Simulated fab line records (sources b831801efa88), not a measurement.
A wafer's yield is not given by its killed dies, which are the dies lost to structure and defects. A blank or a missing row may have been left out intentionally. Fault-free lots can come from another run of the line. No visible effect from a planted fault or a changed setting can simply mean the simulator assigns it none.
Matching of chambers || flow sfq line || SFQ_TRILAYER_C5_BARC_OPEN_VIA_ETCH_210 on rie diel-03 has 4 sister chambers
The step etches BARC in O2, target depth 125 nm, time 41.7 s. 14 wafers are shown with their chamber, then 7 later ones without.

WAFERS PAIRED WITH THEIR CHAMBERS
{"wafer": "L255.3", "chamber": 1, "oes product au (a.u.)": 0.688}
{"wafer": "L255.4", "chamber": 1, "oes product au (a.u.)": 0.685}
{"wafer": "L255.5", "chamber": 2, "oes product au (a.u.)": 0.687}
{"wafer": "L262.2", "chamber": 3, "oes product au (a.u.)": 0.679}
{"wafer": "L262.3", "chamber": 0, "oes product au (a.u.)": 0.696}
{"wafer": "L262.4", "chamber": 0, "oes product au (a.u.)": 0.684}
{"wafer": "L271.1", "chamber": 2, "oes product au (a.u.)": 0.685}
{"wafer": "L271.4", "chamber": 3, "oes product au (a.u.)": 0.687}
{"wafer": "L271.5", "chamber": 1, "oes product au (a.u.)": 0.691}
{"wafer": "L272.1", "chamber": 0, "oes product au (a.u.)": 0.683}
{"wafer": "L272.2", "chamber": 1, "oes product au (a.u.)": 0.686}
{"wafer": "L272.4", "chamber": 3, "oes product au (a.u.)": 0.691}
{"wafer": "L273.2", "chamber": 2, "oes product au (a.u.)": 0.684}
{"wafer": "L273.3", "chamber": 0, "oes product au (a.u.)": 0.686}

SIGNATURES (means of the wafers above)
{"reading": "oes product au", "chamber 0": 0.68725, "chamber 1": 0.68750, "chamber 2": 0.68533, "chamber 3": 0.68567, "scatter within a chamber": 0.00455}
Rule: a wafer lies at a distance from a chamber equal to the root of the sum of squares, over the readings, of (its reading less the chamber's mean, divided by the reading's scatter). If the next closest chamber is less than 2 further off than the closest, the wafer can't be placed; otherwise it belongs to the closest. The scatter: take each reading less its chamber's mean, square it, sum over the shown wafers, divide by the number of wafers less the number of chambers, and take the root.

WAFERS WITH NO CHAMBER GIVEN
{"wafer": "L273.5", "oes product au (a.u.)": 0.685}
{"wafer": "L275.3", "oes product au (a.u.)": 0.682}
{"wafer": "L275.4", "oes product au (a.u.)": 0.689}
{"wafer": "L275.5", "oes product au (a.u.)": 0.688}
{"wafer": "L276.3", "oes product au (a.u.)": 0.681}
{"wafer": "L276.5", "oes product au (a.u.)": 0.690}
{"wafer": "L276.6", "oes product au (a.u.)": 0.682}

WHICH CHAMBER EACH ONE RAN IN
{"wafer": "L273.5", "from the rows above": "can't be placed: 2 or 3 or 0 or 1", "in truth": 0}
{"wafer": "L275.3", "from the rows above": "can't be placed: 2 or 3 or 0 or 1", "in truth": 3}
{"wafer": "L275.4", "from the rows above": "can't be placed: 1 or 0 or 3 or 2", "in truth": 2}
{"wafer": "L275.5", "from the rows above": "can't be placed: 1 or 0 or 3 or 2", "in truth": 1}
{"wafer": "L276.3", "from the rows above": "can't be placed: 2 or 3 or 0 or 1", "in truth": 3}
{"wafer": "L276.5", "from the rows above": "can't be placed: 1 or 0 or 3 or 2", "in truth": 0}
{"wafer": "L276.6", "from the rows above": "can't be placed: 2 or 3 or 0 or 1", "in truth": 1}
Placed correctly: 0 of 7. Unplaceable from these rows: 7, with the true chamber sitting among the candidates in 7. Placed wrongly: 0.
